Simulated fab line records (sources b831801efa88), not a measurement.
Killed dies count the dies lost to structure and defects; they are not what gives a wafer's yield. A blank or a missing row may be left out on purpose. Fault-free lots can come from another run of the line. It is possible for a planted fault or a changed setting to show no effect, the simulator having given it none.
fab line records | flow sky130
record lots=6 | wafers=18 | lastDay=49
route steps=708 shown METAL1@453 VIA1@458 PAD_OPEN@708
lots with no fault: from the same line, run without faults
startH: hours from the record's opening day to when the first of the lot's shown wafers began | waitH: hours elapsed since this lot's preceding step | " unchanged from the row above | L1.1+2: a single row standing in for several wafers | - no value, or no start was given | * or withheld: withheld | < > ~ a bound
route shown NAME@n: NAME is a module with steps in the file, n the number in the route of the first one | usual: the fault-free wafers' mean and standard deviation | same: alike in all rows | chamber/n: place in a boat | sites: per-site readings | _std_site: standard deviation of those values | _edge_site: outer sites' mean less inner sites' | radiusMm: how far each site lies from the wafer's centre | mask NAME#n: copy n | behind: the last tool/chamber to shape the wafer | hold: why the lot was held/for how many hours/how that ended | device: the transistor (n, p or np) that didn't switch | end of line: at the end of the route, the tests of the same wafers | a step with no rows: only its recipe | killed: count of dies lost to structure and defects at first sort (not the wafer's yield) | map: a wafer's dies, x killed, . not, _ none there
set.NAME: the setting that was run; set.NAME@STEP: the one run at that earlier step | model.NAME: the simulator's own value behind a step, which no gauge read
lots at selected steps of the route; one table per step, one row per wafer
services: from which hour (startH, from the record's first day; less than 0 if before it) a tool's chamber was out of use, for how many hours, and why
## steps
# step SKY_METAL1_METAL_ETCH_19
# recipe targetDepthA=3600 | stopOn=SiO2 | overEtchFrac=0.3 | timeS=78 | chemistry=Cl2/BCl3 | resistSidewallDeg=88 | pressureMtorr=10 | icpW=900 | biasW=48.5 | Cl2_flow_sccm=60 | bcl3FlowSccm=30
# usual drypumpMotorCurrentA=5.8/0.66 | oesProductAu=0.855/0.0062 | throttleValvePct=22.266/0.0093
lot.wafer | tool        | chamber | startH | waitH | drypumpMotorCurrentA | oesProductAu | rfHoursCounterH | throttleValvePct
L980.2    | rieMetal-03 | 0       | 762.82 | 0.0   | 6.0                  | 0.864        | 9               | 22.284
L980.5    | "           | 1       | "      | "     | 6.0                  | 0.857        | -               | 22.262
L980.6    | "           | 0       | "      | "     | 6.0                  | 0.858        | -               | 22.267
L986.3    | rieMetal-01 | 1       | 868.47 | 0.1   | 4.8                  | 0.852        | -               | 22.278
L986.5    | "           | 1       | "      | "     | 4.8                  | 0.847        | -               | 22.261
L986.6    | "           | 0       | "      | "     | 6.8                  | 0.851        | -               | 22.272
L993.3    | rieMetal-01 | 0       | 870.52 | 0.1   | 6.8                  | 0.854        | -               | 22.275
L993.5    | "           | 0       | "      | "     | 6.8                  | 0.858        | -               | 22.269
L993.6    | "           | 1       | "      | "     | 4.8                  | 0.854        | -               | 22.257
L994.3    | rieMetal-04 | 0       | 870.90 | 0.1   | 6.0                  | 0.861        | -               | 22.245
L994.5    | "           | 1       | "      | "     | 4.8                  | 0.851        | -               | 22.257
L994.6    | "           | 0       | "      | "     | 6.0                  | 0.855        | -               | 22.269
L995.1    | rieMetal-03 | 0       | 884.94 | 0.0   | 6.0                  | 0.849        | 14              | 22.284
L995.3    | "           | 1       | "      | "     | 6.1                  | 0.860        | -               | 22.271
L995.5    | "           | 0       | "      | "     | 6.0                  | 0.860        | -               | 22.256
L998.4    | rieMetal-03 | 1       | 903.64 | 0.1   | 6.0                  | 0.860        | -               | 22.266
L998.5    | "           | 1       | "      | "     | 6.0                  | 0.850        | -               | 22.275
L998.6    | "           | 0       | "      | "     | 6.0                  | 0.849        | -               | 22.250
# step SKY_METAL1_STRIP_20
# recipe chemistry=O2/N2 | powerW=1400 | pressureMtorr=1500 | platenTempC=withheld | o2FlowSccm=3000 | n2FlowSccm=300 | overashFraction=0.5
# usual drypumpMotorCurrentA=5.28/0.26 | oesProductAu=0.343/0.0056 | stripTimeToEndpointS=2.70/0.071
lot.wafer | tool           | chamber | startH | waitH | drypumpMotorCurrentA | oesProductAu | rfHoursCounterH | stripTimeToEndpointS
L980.2    | plasmaAsher-01 | 1       | 762.91 | 0.1   | 5.00                 | 0.348        | 64              | 2.65
L980.5    | "              | 0       | "      | "     | 5.47                 | 0.331        | -               | 2.69
L980.6    | "              | 1       | "      | "     | 4.97                 | 0.334        | -               | 2.59
L986.3    | plasmaAsher-02 | 1       | 868.56 | 0.1   | 4.91                 | 0.345        | -               | 2.75
L986.5    | "              | 0       | "      | "     | 5.50                 | 0.345        | -               | 2.76
L986.6    | "              | 1       | "      | "     | 4.92                 | 0.349        | -               | 2.68
L993.3    | plasmaAsher-02 | 1       | 870.61 | 0.1   | 4.93                 | 0.343        | -               | 2.67
L993.5    | "              | 1       | "      | "     | 4.91                 | 0.340        | -               | 2.67
L993.6    | "              | 0       | "      | "     | 5.51                 | 0.334        | -               | 2.75
L994.3    | plasmaAsher-03 | 0       | 870.99 | 0.1   | 5.54                 | 0.345        | -               | 2.84
L994.5    | "              | 0       | "      | "     | 5.52                 | 0.345        | -               | 2.75
L994.6    | "              | 1       | "      | "     | 5.26                 | 0.347        | -               | 2.82
L995.1    | plasmaAsher-02 | 0       | 885.03 | 0.1   | 5.52                 | 0.343        | 49              | 2.65
L995.3    | "              | 0       | "      | "     | 5.52                 | 0.343        | -               | 2.62
L995.5    | "              | 1       | "      | "     | 4.92                 | 0.336        | -               | 2.63
L998.4    | plasmaAsher-01 | 1       | 903.74 | 0.1   | 4.99                 | 0.341        | -               | 2.65
L998.5    | "              | 1       | "      | "     | 4.92                 | 0.339        | -               | 2.66
L998.6    | "              | 0       | "      | "     | 5.53                 | 0.343        | -               | 2.64
# step SKY_METAL1_STRIP_21
# recipe chemistry=postEtchResidueRemover | timeS=1200 | tempC=72.5
# step SKY_METAL1_CLEAN_22
# recipe chemistry=IPA | timeS=180 | tempC=25
# step SKY_METAL1_CLEAN_23
# recipe chemistry=O3/DIW | dry=n2Spin
# step SKY_VIA1_HDPCVD_00
# recipe material=SiO2 | targetThkNm=1030 | sigmaOpenFrac=0.3 | timeS=171.7 | tempC=400 | sih4FlowSccm=60 | pressureMtorr=6
# step SKY_VIA1_THK_MEAS_01
# recipe reads=SiO2_of_VIA1_HDPCVD_00
# usual VIA1_HDPCVD_THK=1021/10
lot.wafer | tool         | chamber | startH | waitH | VIA1_HDPCVD_THK[nm]
L980.2    | filmMetro-03 | -       | 763.62 | 0.1   | 1025
L980.5    | "            | -       | "      | "     | 1032
L980.6    | "            | -       | "      | "     | 1023
L986.3    | filmMetro-01 | -       | 869.31 | 0.1   | 1030
L986.5    | "            | -       | "      | "     | 1019
L986.6    | "            | -       | "      | "     | 1025
L993.3    | filmMetro-03 | -       | 871.33 | 0.1   | 1008
L993.5    | "            | -       | "      | "     | 1019
L993.6    | "            | -       | "      | "     | 1017
L994.3    | filmMetro-03 | -       | 871.80 | 0.1   | 1021
L994.5    | "            | -       | "      | "     | 1014
L994.6    | "            | -       | "      | "     | 1019
L995.1    | filmMetro-04 | -       | 885.79 | 0.1   | 1014
L995.3    | "            | -       | "      | "     | 1022
L995.5    | "            | -       | "      | "     | 1019
L998.4    | filmMetro-03 | -       | 904.48 | 0.0   | 1024
L998.5    | "            | -       | "      | "     | 1029
L998.6    | "            | -       | "      | "     | 1024
# step SKY_VIA1_CMP_02
# recipe material=SiO2 | downForcePsi=4 | platenRpm=58.99 | padVelocityMS=0.94248
# usual motorCurrentA=11.6/0.74 | retainingRingPressureFrac=1.000/0.0055
lot.wafer | tool   | chamber | startH | waitH | motorCurrentA | retainingRingPressureFrac
L980.2    | cmp-01 | 3       | 763.67 | 0.0   | 11.9          | 0.993
L980.5    | "      | 3       | "      | "     | 12.3          | 0.999
L980.6    | "      | 0       | "      | "     | 11.1          | 1.004
L986.3    | cmp-02 | 0       | 869.50 | 0.2   | 12.2          | 1.001
L986.5    | "      | 1       | "      | "     | 10.6          | 0.994
L986.6    | "      | 2       | "      | "     | 10.8          | 0.980
L993.3    | cmp-01 | 3       | 871.38 | 0.0   | 11.9          | 1.005
L993.5    | "      | 3       | "      | "     | 12.2          | 1.009
L993.6    | "      | 0       | "      | "     | 10.9          | 1.002
L994.3    | cmp-01 | 0       | 871.94 | 0.1   | 11.8          | 0.999
L994.6    | "      | 2       | "      | "     | 10.5          | 0.994
L994.5    | "      | 3       | "      | "     | 12.5          | 0.987
L995.3    | cmp-02 | 0       | 885.85 | 0.0   | 12.6          | 1.002
L995.1    | "      | 1       | "      | "     | 11.6          | 1.007
L995.5    | "      | 0       | "      | "     | 11.8          | 0.998
L998.4    | cmp-02 | 2       | 904.56 | 0.1   | 10.5          | 1.006
L998.6    | "      | 1       | "      | "     | 10.8          | 1.008
L998.5    | "      | 2       | "      | "     | 10.5          | 1.015
# step SKY_VIA1_BOW_MEAS_03
# recipe mode=bow
# usual VIA1_BOW=80/7.1
lot.wafer | tool         | chamber | startH | waitH | VIA1_BOW[um]
L980.2    | filmMetro-01 | -       | 763.99 | 0.3   | 77
L980.5    | "            | -       | "      | "     | 82
L980.6    | "            | -       | "      | "     | 81
L986.3    | filmMetro-01 | -       | 869.69 | 0.1   | 84
L986.5    | "            | -       | "      | "     | 84
L986.6    | "            | -       | "      | "     | 92
L993.3    | filmMetro-01 | -       | 871.72 | 0.3   | 80
L993.5    | "            | -       | "      | "     | 73
L993.6    | "            | -       | "      | "     | 76
L994.3    | filmMetro-01 | -       | 872.18 | 0.2   | 81
L994.5    | "            | -       | "      | "     | 83
L994.6    | "            | -       | "      | "     | 85
L995.1    | filmMetro-03 | -       | 886.15 | 0.2   | 92
L995.3    | "            | -       | "      | "     | 74
L995.5    | "            | -       | "      | "     | 78
L998.4    | filmMetro-04 | -       | 904.87 | 0.3   | 79
L998.5    | "            | -       | "      | "     | 77
L998.6    | "            | -       | "      | "     | 72
# step SKY_VIA1_DEHYDRATE_04
# recipe tempC=200 | timeS=60
# step SKY_VIA1_HMDS_05
# recipe primeTimeS=60 | primeTempC=120
# step SKY_VIA1_COAT_06
# recipe resist=BARC | tempC=withheld | timeS=withheld | spinRpm=3000 | resistThkNm=60
# step SKY_VIA1_COAT_07
# recipe resist=KrF-thick | spinRpm=3000 | resistThkNm=450
lot.wafer | tool          | chamber | startH | waitH | model.KrF-thick_of_VIA1_COAT_07.thkNm
L980.2    | lithoTrack-03 | 0       | 777    | -     | 453.5
L980.5    | "             | 0       | "      | "     | 451.9
L980.6    | "             | 0       | "      | "     | 454
L986.3    | lithoTrack-01 | 0       | 881    | -     | 448.8
L986.5    | "             | 0       | "      | "     | 449.5
L986.6    | "             | 0       | "      | "     | 450.5
L993.3    | lithoTrack-03 | 0       | 884    | -     | 451.3
L993.5    | "             | 0       | "      | "     | 451.4
L993.6    | "             | 0       | "      | "     | 452.7
L994.3    | lithoTrack-03 | 0       | 884    | -     | 422.9
L994.5    | "             | 0       | "      | "     | 422.8
L994.6    | "             | 0       | "      | "     | 423
L995.1    | lithoTrack-03 | 0       | 898    | -     | 422.3
L995.3    | "             | 0       | "      | "     | 423
L995.5    | "             | 0       | "      | "     | 421.9
L998.4    | lithoTrack-01 | 0       | 918    | -     | 451.7
L998.5    | "             | 0       | "      | "     | 450
L998.6    | "             | 0       | "      | "     | 451.6
# step SKY_VIA1_SOFTBAKE_08
# recipe tempC=100 | timeS=90 | resist=KrF-thick
# step SKY_VIA1_EXPOSE_09
# recipe maskId=VIM | na=0.8 | sourceShape=annular | sigmaInner=0.55 | sigmaOuter=0.85 | targetCdNm=150 | doseMj=38
# step SKY_VIA1_PEB_10
# recipe pebTempC=withheld | pebTimeS=withheld | resist=KrF-thick
# step SKY_VIA1_DEVELOP_11
# recipe developTimeS=60 | resist=KrF-thick | devTempC=21
# step SKY_VIA1_CD_MEAS_12
# recipe targetCdNm=150
# usual cdNm=149.5/1.8
lot.wafer | tool     | chamber | startH | waitH | cdNm
L980.2    | cdSem-01 | -       | 791.01 | -     | 147.9
L980.5    | "        | -       | "      | "     | 151.9
L980.6    | "        | -       | "      | "     | 148.9
L986.3    | cdSem-01 | -       | 895.81 | -     | 147.2
L986.5    | "        | -       | "      | "     | 148.0
L986.6    | "        | -       | "      | "     | 150.0
L993.3    | cdSem-02 | -       | 897.48 | -     | 148.8
L993.5    | "        | -       | "      | "     | 150.8
L993.6    | "        | -       | "      | "     | 151.0
L994.3    | cdSem-02 | -       | 897.96 | -     | 147.7
L994.5    | "        | -       | "      | "     | 148.2
L994.6    | "        | -       | "      | "     | 148.0
L995.1    | cdSem-02 | -       | 912.32 | -     | 150.5
L995.3    | "        | -       | "      | "     | 150.9
L995.5    | "        | -       | "      | "     | 150.1
L998.4    | cdSem-01 | -       | 930.01 | -     | 149.3
L998.5    | "        | -       | "      | "     | 149.7
L998.6    | "        | -       | "      | "     | 149.3
# step SKY_VIA1_OVL_MEAS_13
# usual VIA1_OVL=-3/5
lot.wafer | tool       | chamber | startH | waitH | VIA1_OVL[nm]
L980.2    | overlay-01 | -       | 791.11 | 0.1   | 5
L980.5    | "          | -       | "      | "     | -5
L980.6    | "          | -       | "      | "     | 0
L986.3    | overlay-02 | -       | 895.90 | 0.1   | 1
L986.5    | "          | -       | "      | "     | -1
L986.6    | "          | -       | "      | "     | 1
L993.3    | overlay-02 | -       | 897.57 | 0.1   | -1
L993.5    | "          | -       | "      | "     | -6
L993.6    | "          | -       | "      | "     | -13
L994.3    | overlay-02 | -       | 898.05 | 0.1   | -8
L994.5    | "          | -       | "      | "     | -4
L994.6    | "          | -       | "      | "     | -6
L995.1    | overlay-01 | -       | 912.44 | 0.1   | -14
L995.3    | "          | -       | "      | "     | -4
L995.5    | "          | -       | "      | "     | -10
L998.4    | overlay-01 | -       | 930.09 | 0.1   | 2
L998.5    | "          | -       | "      | "     | -2
L998.6    | "          | -       | "      | "     | 0
# step SKY_VIA1_ETCH_14
# recipe chemistry=N2/H2 | target=BARC | ionEnergyEv=200 | sourceW=500 | biasW=100 | pressureMtorr=30 | n2FlowSccm=100 | h2FlowSccm=200 | stopOn=SiO2 | timeS=45.9 | targetDepthA=600
# usual drypumpMotorCurrentA=5.6/0.49 | oesProductAu=0.854/0.0046 | throttleValvePct=13.225/0.0096
lot.wafer | tool       | chamber | startH | waitH | drypumpMotorCurrentA | oesProductAu | rfHoursCounterH | throttleValvePct
L980.2    | rieDiel-01 | 3       | 791.14 | 0.0   | 5.3                  | 0.859        | 9               | 13.212
L980.5    | "          | 1       | "      | "     | 5.7                  | 0.860        | -               | 13.226
L980.6    | "          | 2       | "      | "     | 5.9                  | 0.859        | -               | 13.217
L986.3    | rieDiel-01 | 1       | 895.92 | 0.0   | 5.7                  | 0.859        | 18              | 13.238
L986.5    | "          | 1       | "      | "     | 5.7                  | 0.854        | -               | 13.228
L986.6    | "          | 2       | "      | "     | 5.8                  | 0.846        | -               | 13.223
L993.3    | rieDiel-02 | 2       | 897.59 | 0.0   | 4.8                  | 0.858        | 17              | 13.218
L993.5    | "          | 0       | "      | "     | 6.6                  | 0.852        | -               | 13.227
L993.6    | "          | 3       | "      | "     | 5.8                  | 0.855        | -               | 13.216
L994.3    | rieDiel-04 | 0       | 898.07 | 0.0   | 4.9                  | 0.859        | 20              | 13.213
L994.5    | "          | 1       | "      | "     | 5.6                  | 0.859        | -               | 13.238
L994.6    | "          | 0       | "      | "     | 4.9                  | 0.859        | -               | 13.224
L995.1    | rieDiel-04 | 2       | 912.47 | 0.0   | 6.4                  | 0.857        | 19              | 13.238
L995.3    | "          | 0       | "      | "     | 4.9                  | 0.859        | 21              | 13.229
L995.5    | "          | 2       | "      | "     | 6.4                  | 0.860        | -               | 13.229
L998.4    | rieDiel-04 | 0       | 930.11 | 0.0   | 4.9                  | 0.852        | 21              | 13.225
L998.5    | "          | 3       | "      | "     | 5.3                  | 0.848        | -               | 13.217
L998.6    | "          | 2       | "      | "     | 6.4                  | 0.852        | -               | 13.232
# step SKY_VIA1_ETCH_15
# recipe target=SiO2 | chemistry=C4F8/O2/Ar | targetDepthNm=351 | stopOn=TiN | maskMaterial=KrF-thick | sourceW=1500 | biasW=1200 | pressureMtorr=40 | c4f8FlowSccm=withheld | O2_flow_sccm=6 | Ar_flow_sccm=300 | timeS=54
# usual oesProductAu=0.980/0.0077
lot.wafer | tool       | chamber | startH | waitH | oesProductAu | model.KrF-thick_of_VIA1_COAT_07.thkNm
L980.2    | rieDiel-01 | 3       | 791.18 | 0.0   | 0.982        | 326.1
L980.5    | "          | 1       | "      | "     | 0.967        | 327.4
L980.6    | "          | 2       | "      | "     | 0.990        | 323.4
L986.3    | rieDiel-01 | 1       | 895.96 | 0.0   | 0.982        | 323.1
L986.5    | "          | 1       | "      | "     | 0.977        | 323.8
L986.6    | "          | 2       | "      | "     | 0.993        | 319.8
L993.3    | rieDiel-02 | 2       | 897.64 | 0.0   | 0.985        | 319.2
L993.5    | "          | 0       | "      | "     | 0.984        | 322.1
L993.6    | "          | 3       | "      | "     | 0.974        | 327.5
L994.3    | rieDiel-04 | 0       | 898.11 | 0.0   | 0.970        | 298.3
L994.5    | "          | 1       | "      | "     | 0.989        | 293.9
L994.6    | "          | 0       | "      | "     | 0.984        | 297.7
L995.1    | rieDiel-04 | 2       | 912.51 | 0.0   | 0.970        | 298.9
L995.3    | "          | 0       | "      | "     | 0.980        | 297.1
L995.5    | "          | 2       | "      | "     | 0.970        | 298.4
L998.4    | rieDiel-04 | 0       | 930.15 | 0.0   | 0.991        | 325.4
L998.5    | "          | 3       | "      | "     | 0.978        | 321.6
L998.6    | "          | 2       | "      | "     | 0.969        | 327.9
# step SKY_VIA1_STRIP_16
# recipe chemistry=O2/N2 | powerW=1400 | pressureMtorr=1500 | platenTempC=withheld | o2FlowSccm=3000 | n2FlowSccm=300 | overashFraction=0.5
# usual drypumpMotorCurrentA=5.5/0.45 | oesProductAu=0.416/0.0047 | stripTimeToEndpointS=4.46/0.033
lot.wafer | tool           | chamber | startH | waitH | drypumpMotorCurrentA | oesProductAu | rfHoursCounterH | stripTimeToEndpointS
L980.2    | plasmaAsher-04 | 1       | 791.23 | 0.0   | 6.2                  | 0.422        | 101             | 4.50
L980.5    | "              | 1       | "      | "     | 6.2                  | 0.420        | -               | 4.49
L980.6    | "              | 0       | "      | "     | 5.9                  | 0.414        | -               | 4.47
L986.3    | plasmaAsher-04 | 1       | 896.04 | 0.1   | 6.2                  | 0.422        | -               | 4.47
L986.5    | "              | 0       | "      | "     | 5.9                  | 0.420        | -               | 4.46
L986.6    | "              | 1       | "      | "     | 6.2                  | 0.421        | -               | 4.45
L993.3    | plasmaAsher-04 | 1       | 897.72 | 0.1   | 6.2                  | 0.409        | -               | 4.43
L993.5    | "              | 0       | "      | "     | 5.9                  | 0.414        | -               | 4.45
L993.6    | "              | 1       | "      | "     | 6.2                  | 0.416        | -               | 4.51
L994.3    | plasmaAsher-04 | 1       | 898.19 | 0.1   | 6.2                  | 0.406        | -               | 4.20
L994.5    | "              | 1       | "      | "     | 6.2                  | 0.398        | -               | 4.17
L994.6    | "              | 0       | "      | "     | 5.9                  | 0.415        | -               | 4.21
L995.1    | plasmaAsher-01 | 1       | 912.56 | 0.0   | 5.0                  | 0.406        | 77              | 4.20
L995.3    | "              | 0       | "      | "     | 5.5                  | 0.397        | -               | 4.17
L995.5    | "              | 0       | "      | "     | 5.5                  | 0.405        | -               | 4.22
L998.4    | plasmaAsher-04 | 0       | 930.23 | 0.1   | 5.9                  | 0.426        | -               | 4.49
L998.5    | "              | 0       | "      | "     | 5.9                  | 0.414        | -               | 4.45
L998.6    | "              | 1       | "      | "     | 6.2                  | 0.418        | -               | 4.54
# step SKY_VIA1_STRIP_17
# recipe chemistry=postEtchResidueRemover | timeS=1200 | tempC=72.5
# step SKY_PAD_OPEN_PROBE_99
# usual defectLimitedYield=82.5/2 | killed_at_M0_to_M3=43/7.3 | killed_at_M4_up=3.5/2.2 | killedAtContacts=24/5.3 | killedAtFrontEnd=15/4.2 | killedAtOther=0.3/0.67 | killedDies=86/9.8 | killedOpen=47/7.2 | killedShort=39/6.5 | sort_bin_3_pad_short=0.9/0.42 | sort_bin_5_function=10.4/1.5 | sort_bin_6_memory=6.3/1.2 | sortNPass=406/9.9 | sortYieldPct=82.5/2
# same grossDies=492 | killedAtBackSide=0 | sort_bin_4_leakage[%]=0 | sort_bin_8_speed[%]=0
lot.wafer | tool      | chamber | startH  | waitH | defectLimitedYield[%] | killed_at_M0_to_M3 | killed_at_M4_up | killedAtContacts | killedAtFrontEnd | killedAtOther | killedDies | killedOpen | killedShort | sort_bin_3_pad_short[%] | sort_bin_5_function[%] | sort_bin_6_memory[%] | sortNPass | sortYieldPct[%]
L980.2    | prober-02 | -       | 1077.07 | 0.1   | 84.1                  | 36                 | 5               | 20               | 15               | 2             | 78         | 42         | 36          | 0.8                     | 9.1                    | 5.9                  | 414       | 84.1
L980.5    | prober-02 | -       | 1077.22 | 0.2   | 80.7                  | 43                 | 2               | 35               | 15               | 0             | 95         | 54         | 41          | 1.2                     | 11.8                   | 6.3                  | 397       | 80.7
L980.6    | prober-02 | -       | 1077.27 | 0.2   | 83.1                  | 43                 | 5               | 23               | 12               | 0             | 83         | 44         | 39          | 1.0                     | 10.0                   | 5.9                  | 409       | 83.1
L986.3    | prober-01 | -       | 1155.71 | 0.2   | 84.1                  | 38                 | 4               | 22               | 14               | 0             | 78         | 42         | 36          | 0.6                     | 9.3                    | 5.9                  | 414       | 84.1
L986.5    | prober-01 | -       | 1155.81 | 0.2   | 85.6                  | 30                 | 3               | 22               | 16               | 0             | 71         | 39         | 32          | 0.2                     | 10.2                   | 4.1                  | 421       | 85.6
L986.6    | prober-01 | -       | 1155.86 | 0.2   | 84.1                  | 47                 | 3               | 19               | 9                | 0             | 78         | 45         | 33          | 1.6                     | 9.3                    | 4.9                  | 414       | 84.1
L994.3    | prober-01 | -       | 1160.21 | 0.2   | 82.1                  | 48                 | 4               | 23               | 13               | 0             | 88         | 41         | 45          | 1.2                     | 10.4                   | 6.3                  | 404       | 82.1
L993.3    | prober-02 | -       | 1160.51 | 0.5   | 83.9                  | 40                 | 4               | 19               | 16               | 0             | 79         | 41         | 38          | 0.8                     | 10.2                   | 5.1                  | 413       | 83.9
L993.5    | prober-02 | -       | 1160.61 | 0.5   | 85.4                  | 35                 | 4               | 19               | 14               | 0             | 72         | 34         | 38          | 0.4                     | 10.2                   | 4.1                  | 420       | 85.4
L993.6    | prober-02 | -       | 1160.66 | 0.6   | 88.4                  | 17                 | 2               | 21               | 17               | 0             | 57         | 32         | 24          | 0.2                     | 6.1                    | 5.3                  | 435       | 88.4
L995.1    | prober-01 | -       | 1168.40 | 0.1   | 82.9                  | 43                 | 2               | 20               | 19               | 0             | 84         | 49         | 35          | 0.8                     | 9.8                    | 6.5                  | 408       | 82.9
L995.3    | prober-01 | -       | 1168.50 | 0.2   | 81.1                  | 43                 | 5               | 23               | 22               | 0             | 93         | 54         | 39          | 0.6                     | 10.0                   | 8.3                  | 399       | 81.1
L995.5    | prober-01 | -       | 1168.60 | 0.2   | 81.7                  | 44                 | 1               | 33               | 11               | 1             | 90         | 54         | 36          | 0.2                     | 11.0                   | 7.1                  | 402       | 81.7
L998.4    | prober-02 | -       | 1179.05 | 0.2   | 83.3                  | 40                 | 5               | 22               | 15               | 0             | 82         | 54         | 28          | 1.0                     | 8.1                    | 7.5                  | 410       | 83.3
L998.5    | prober-02 | -       | 1179.10 | 0.2   | 79.9                  | 53                 | 3               | 22               | 21               | 0             | 99         | 49         | 50          | 1.0                     | 10.4                   | 8.7                  | 393       | 79.9
L998.6    | prober-02 | -       | 1179.15 | 0.2   | 85.0                  | 44                 | 1               | 20               | 9                | 0             | 74         | 33         | 41          | 0.4                     | 8.1                    | 6.5                  | 418       | 85.0
# killed by level:class
L980.2 VIA1:geometricParticle:open=9 VIA3:geometricParticle:open=7 LI_CONTACT:geometricParticle:open=6 LOCAL_INTERCONNECT:geometricParticle:short=6 FIELD_ISO:geometricParticle:short=5 CONTACT:geometricParticle:open=5 METAL1:geometricParticle:short=4 METAL3:geometricParticle:short=4
L980.5 CONTACT:geometricParticle:open=12 VIA1:geometricParticle:open=11 LI_CONTACT:geometricParticle:open=8 CONTACT:geometricParticle:short=8 METAL1:geometricParticle:short=7 METAL1:geometricParticle:open=6 LOCAL_INTERCONNECT:geometricParticle:short=5 FIELD_ISO:geometricParticle:open=4
L980.6 VIA1:geometricParticle:open=13 CONTACT:geometricParticle:open=7 FIELD_ISO:geometricParticle:short=6 CONTACT:geometricParticle:short=6 VIA2:geometricParticle:open=6 METAL1:geometricParticle:short=5 VIA1:geometricParticle:short=5 LI_CONTACT:geometricParticle:open=4
L986.3 VIA1:geometricParticle:open=10 LI_CONTACT:geometricParticle:open=9 METAL2:geometricParticle:short=8 VIA2:geometricParticle:open=7 CONTACT:geometricParticle:open=6 POLY_GATE:geometricParticle:short=6 VIA1:geometricParticle:short=4 FIELD_ISO:geometricParticle:open=3
L986.5 LI_CONTACT:geometricParticle:open=6 CONTACT:geometricParticle:open=6 POLY_GATE:geometricParticle:open=5 METAL2:geometricParticle:short=5 CONTACT:geometricParticle:short=4 VIA1:geometricParticle:open=4 VIA3:geometricParticle:open=4 FIELD_ISO:geometricParticle:short=3
L986.6 VIA1:geometricParticle:open=14 METAL2:geometricParticle:short=8 CONTACT:geometricParticle:open=7 LI_CONTACT:geometricParticle:open=6 VIA2:geometricParticle:open=6 METAL3:geometricParticle:short=4 POLY_GATE:geometricParticle:open=3 CONTACT:geometricParticle:short=3
L994.3 VIA1:geometricParticle:short=9 VIA1:geometricParticle:open=8 LI_CONTACT:geometricParticle:open=7 VIA3:geometricParticle:open=7 VIA2:geometricParticle:open=5 LI_CONTACT:geometricParticle:short=5 METAL2:geometricParticle:short=5 POLY_GATE:geometricParticle:open=4
L993.3 VIA1:geometricParticle:open=9 VIA1:geometricParticle:short=7 LI_CONTACT:geometricParticle:open=6 METAL1:geometricParticle:short=6 VIA3:geometricParticle:open=6 CONTACT:geometricParticle:short=5 FIELD_ISO:geometricParticle:open=4 POLY_GATE:geometricParticle:open=4
L993.5 VIA1:geometricParticle:open=12 CONTACT:geometricParticle:open=7 METAL2:geometricParticle:short=6 LOCAL_INTERCONNECT:geometricParticle:short=6 METAL3:geometricParticle:short=5 METAL4:geometricParticle:short=4 FIELD_ISO:geometricParticle:open=3 POLY_GATE:geometricParticle:open=3
L993.6 CONTACT:geometricParticle:open=12 FIELD_ISO:geometricParticle:open=5 POLY_GATE:geometricParticle:short=5 VIA1:geometricParticle:open=5 METAL2:geometricParticle:short=5 FIELD_ISO:geometricParticle:short=4 METAL1:geometricParticle:short=3 LI_CONTACT:geometricParticle:open=2
L995.1 VIA1:geometricParticle:open=17 CONTACT:geometricParticle:open=7 FIELD_ISO:geometricParticle:open=5 VIA3:geometricParticle:open=5 VIA2:geometricParticle:open=5 POLY_GATE:geometricParticle:short=4 LOCAL_INTERCONNECT:geometricParticle:short=4 CONTACT:geometricParticle:short=4
L995.3 VIA1:geometricParticle:open=15 FIELD_ISO:geometricParticle:open=8 CONTACT:geometricParticle:open=8 VIA3:geometricParticle:open=5 POLY_GATE:geometricParticle:short=5 POLY_GATE:geometricParticle:open=5 LOCAL_INTERCONNECT:geometricParticle:short=5 METAL1:geometricParticle:short=5
L995.5 VIA1:geometricParticle:open=13 CONTACT:geometricParticle:open=12 CONTACT:geometricParticle:short=10 METAL1:geometricParticle:short=6 METAL2:geometricParticle:short=6 VIA3:geometricParticle:open=6 LI_CONTACT:geometricParticle:open=5 VIA2:geometricParticle:open=5
L998.4 CONTACT:geometricParticle:open=11 VIA1:geometricParticle:open=9 LI_CONTACT:geometricParticle:open=8 METAL2:geometricParticle:short=6 FIELD_ISO:geometricParticle:open=5 VIA2:geometricParticle:open=5 VIA3:geometricParticle:open=5 POLY_GATE:geometricParticle:short=3
L998.5 VIA1:geometricParticle:open=12 METAL1:geometricParticle:short=8 POLY_GATE:geometricParticle:open=6 LI_CONTACT:geometricParticle:open=6 CONTACT:geometricParticle:open=6 VIA1:geometricParticle:short=6 METAL2:geometricParticle:short=6 POLY_GATE:geometricParticle:short=5
L998.6 METAL2:geometricParticle:short=10 CONTACT:geometricParticle:open=8 VIA1:geometricParticle:short=8 METAL1:geometricParticle:short=7 VIA2:geometricParticle:open=6 VIA1:geometricParticle:open=6 VIA3:geometricParticle:open=6 LOCAL_INTERCONNECT:geometricParticle:short=4
## services
tool           | chamber | startH | hours | kind
cmp-01         | -       | 744.06 | 4.0   | pm
plasmaAsher-01 | -       | 764.31 | 3.1   | repair
rieDiel-01     | 2       | 770.39 | 16.4  | repair
cmp-01         | -       | 778.52 | 1.0   | repair
cmp-01         | -       | 784.29 | 2.1   | repair
rieDiel-04     | 0       | 795.33 | 1.7   | repair
cmp-01         | -       | 803.91 | 3.7   | repair
cmp-02         | -       | 805.37 | 0.3   | repair
rieDiel-01     | 3       | 812.25 | 5.1   | repair
cmp-01         | -       | 825.16 | 14.5  | repair
cmp-01         | -       | 825.52 | 4.3   | repair
plasmaAsher-04 | -       | 847.56 | 7.3   | repair
rieMetal-03    | -       | 850.76 | 2.8   | pm
plasmaAsher-01 | -       | 865.53 | 14.6  | pm
cmp-01         | -       | 867.25 | 2.5   | repair
cmp-02         | -       | 879.76 | 5.4   | pm
rieDiel-04     | -       | 885.99 | 0.4   | repair
cmp-02         | -       | 893.88 | 2.5   | repair
plasmaAsher-04 | -       | 899.29 | 0.5   | repair
cmp-02         | -       | 906.78 | 0.3   | repair
rieMetal-03    | 0       | 909.41 | 6.1   | repair
cmp-02         | -       | 912.17 | 4.0   | pm
cmp-01         | -       | 919.87 | 3.5   | pm
rieDiel-01     | -       | 928.92 | 14.6  | pm
## key
firstSign step=SKY_VIA1_STRIP_16 | reading=stripTimeToEndpointS | direction=down | sigmas=8.2 | usual=* | struck=*
effect none on later readings
modelEffect step=SKY_VIA1_COAT_07 | value=KrF-thick_of_VIA1_COAT_07.thkNm | without=451.3 | struck=422.7
modelEffect step=SKY_VIA1_ETCH_15 | value=KrF-thick_of_VIA1_COAT_07.thkNm | without=326 | struck=297.4
metAt SKY_VIA1_COAT_07
struckWafers L994.3,L994.5,L994.6,L995.1,L995.3,L995.5
fault kind=processParameterDrift | tool=lithoTrack-03 | chamber=- | onsetH=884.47 | steps=SKY_VIA1_COAT_07 | channel=resistThkNm | offset=-28.565 | shape=step | endH=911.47 | actsIn=theseRecipesOnly | stated=450
